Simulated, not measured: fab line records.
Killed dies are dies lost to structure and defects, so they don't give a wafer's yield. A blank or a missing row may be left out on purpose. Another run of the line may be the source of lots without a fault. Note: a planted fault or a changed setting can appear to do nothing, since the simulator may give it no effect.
Which tool did it? ; flow gf180mcu ; 13 lots, 39 wafers sampled, at 4 steps of a route of 602

WHAT THE GAUGES SHOWED, per wafer
GF_V4_THK_MEAS_03.
lot;measured;on;V4_CVD_02_THK (nm)
L933;day 23 11:05;film_metro-03;841 847 871
L934;day 24 00:32;film_metro-01;852 863 876
L935;day 24 03:55;film_metro-03;837 863 861
L937;day 24 21:49;film_metro-01;855 851 857
L938;day 25 03:50;film_metro-04;834 842 844
L941;day 26 07:54;film_metro-03;839 846 856
L943;day 27 01:05;film_metro-01;840 843 834
L945;day 27 21:16;film_metro-04;854 851 858
L946;day 27 21:35;film_metro-01;845 856 862
L948;day 28 08:52;film_metro-04;852 870 868
L949;day 28 15:25;film_metro-01;854 849 849
L955;day 30 12:52;film_metro-04;846 869 854
L956;day 30 15:50;film_metro-03;849 866 865

GF_MIM_RS_MEAS_10: a four-point-probe measurement.
lot;measured;on;MIM_ALCU_RS (ohm/sq)
L933;day 24 11:25;film_metro-03;0.1611 0.1636 0.1642
L934;day 25 00:21;film_metro-03;0.1628 0.1581 0.1592
L935;day 25 04:01;film_metro-01;0.1582 0.1586 0.1570
L937;day 25 21:13;film_metro-03;0.1596 0.1643 0.1642
L938;day 26 03:17;film_metro-02;0.1636 0.1642 0.1619
L941;day 27 07:16;film_metro-01;0.3455 0.3343 0.3330 0.3457 0.3343 0.3329
L943;day 27 23:50;film_metro-02;0.1586 0.1546 0.1586
L945;day 28 18:47;film_metro-02;0.3292 0.3566 0.3285 0.3293 0.3575 0.3290
L946;day 28 19:38;film_metro-01;0.1590 0.1618 0.1619
L948;day 29 06:20;film_metro-03;0.1614 0.1626 0.1588
L949;day 29 12:04;film_metro-03;0.1618 0.1623 0.1611
L955;day 31 08:26;film_metro-02;0.1631 0.1637 0.1610
L956;day 31 11:35;film_metro-02;0.1613 0.1671 0.1626

WHICH TOOL RAN EACH LOT (tool, then ch and the chambers of the sampled wafers, then the start)
lot;GF_V4_SPUTTER_21;GF_MIM_SPUTTER_08
L933;pvd_sputter-04, day 24 10:18;pvd_sputter-03, day 24 11:21
L934;pvd_sputter-04, day 24 23:12;pvd_sputter-02, day 25 00:15
L935;pvd_sputter-03, day 25 02:53;pvd_sputter-02, day 25 03:56
L937;pvd_sputter-04, day 25 20:06;pvd_sputter-03, day 25 21:09
L938;pvd_sputter-03, day 26 02:10;pvd_sputter-01, day 26 03:13
L941;pvd_sputter-03, day 27 06:09;pvd_sputter-03, day 27 07:12
L943;pvd_sputter-04, day 27 22:41;pvd_sputter-02, day 27 23:44
L945;pvd_sputter-03, day 28 17:37;pvd_sputter-03, day 28 18:40
L946;pvd_sputter-01, day 28 18:30;pvd_sputter-02, day 28 19:35
L948;pvd_sputter-04, day 29 05:14;pvd_sputter-02, day 29 06:17
L949;pvd_sputter-04, day 29 10:58;pvd_sputter-02, day 29 12:01
L955;pvd_sputter-01, day 31 07:20;pvd_sputter-01, day 31 08:23
L956;pvd_sputter-03, day 31 10:29;pvd_sputter-01, day 31 11:32
- GF_V4_SPUTTER_21: material Ti, target thk 15 nm, time 80.02 s.
- GF_MIM_SPUTTER_08: material AlCu, target thk 200 nm, time 10.6 s.

WHAT THE TOOLS THEMSELVES READ (means of the sampled wafers that have a number; where no wafer has one, the mark that the record gives instead)
GF_V4_SPUTTER_21.
lot;tool;throttle_valve_pct (%)
L933;pvd_sputter-04;29.7
L934;pvd_sputter-04;30.0
L935;pvd_sputter-03;29.8
L937;pvd_sputter-04;30.0
L938;pvd_sputter-03;29.1
L941;pvd_sputter-03;29.2
L943;pvd_sputter-04;30.0
L945;pvd_sputter-03;29.0
L946;pvd_sputter-01;29.6
L948;pvd_sputter-04;30.2
L949;pvd_sputter-04;30.6
L955;pvd_sputter-01;29.4
L956;pvd_sputter-03;29.2

GF_MIM_SPUTTER_08.
lot;tool;throttle_valve_pct (%)
L933;pvd_sputter-03;29.6
L934;pvd_sputter-02;30.4
L935;pvd_sputter-02;30.5
L937;pvd_sputter-03;29.3
L938;pvd_sputter-01;29.7
L941;pvd_sputter-03;29.1
L943;pvd_sputter-02;29.5
L945;pvd_sputter-03;29.5
L946;pvd_sputter-02;30.0
L948;pvd_sputter-02;30.1
L949;pvd_sputter-02;29.3
L955;pvd_sputter-01;30.2
L956;pvd_sputter-01;30.0

THE ANSWER, worked out from the rows above alone
Rule: what is usual is taken from the lots themselves. Put in order of their means at a reading, lots are off if they are a third of the lots or fewer, leave a main group of 4 or more, and stand apart from it by a gap of 3 or more times the standard deviation of the main group's means; of several such gaps the widest counts. If all means in a main group match to the digits the tables above print for the reading, that group is not used. A lot without any number at a reading at which 4 lots or more have one is off too. The other lots that the step has rows for count as sound. The gauges are gone through in route order, then the tools' own readings, and for those a lot's mean is taken as printed above. The first step at which some lot is off is used, and at that step the reading that is off furthest; a lot without a number counts as furthest.
Off: L941, L945, at GF_MIM_RS_MEAS_10 (MIM_ALCU_RS). Mean 0.1613 ohm/sq and standard deviation 0.002 in the main group.
If a tool, at a process step before that reading, ran all the lots that are off and no sound lot after the first of them, it fits. Gauges at GF_MIM_RS_MEAS_10: tried the same way as those tools. One candidate fits, namely pvd_sputter-03 at GF_MIM_SPUTTER_08. Its last sound lot is L937 (day 25 21:09), its first lot that is off L941 (day 27 07:12): a fault that began between those two fits.

WHAT THE SIMULATOR PUT IN
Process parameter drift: pvd_sputter-03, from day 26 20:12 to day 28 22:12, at GF_MIM_SPUTTER_08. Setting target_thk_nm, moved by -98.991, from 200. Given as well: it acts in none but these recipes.
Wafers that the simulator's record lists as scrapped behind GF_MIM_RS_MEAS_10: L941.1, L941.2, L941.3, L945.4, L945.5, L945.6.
Shown lots that were struck: L941, L945. The rule given above showed the same thing.
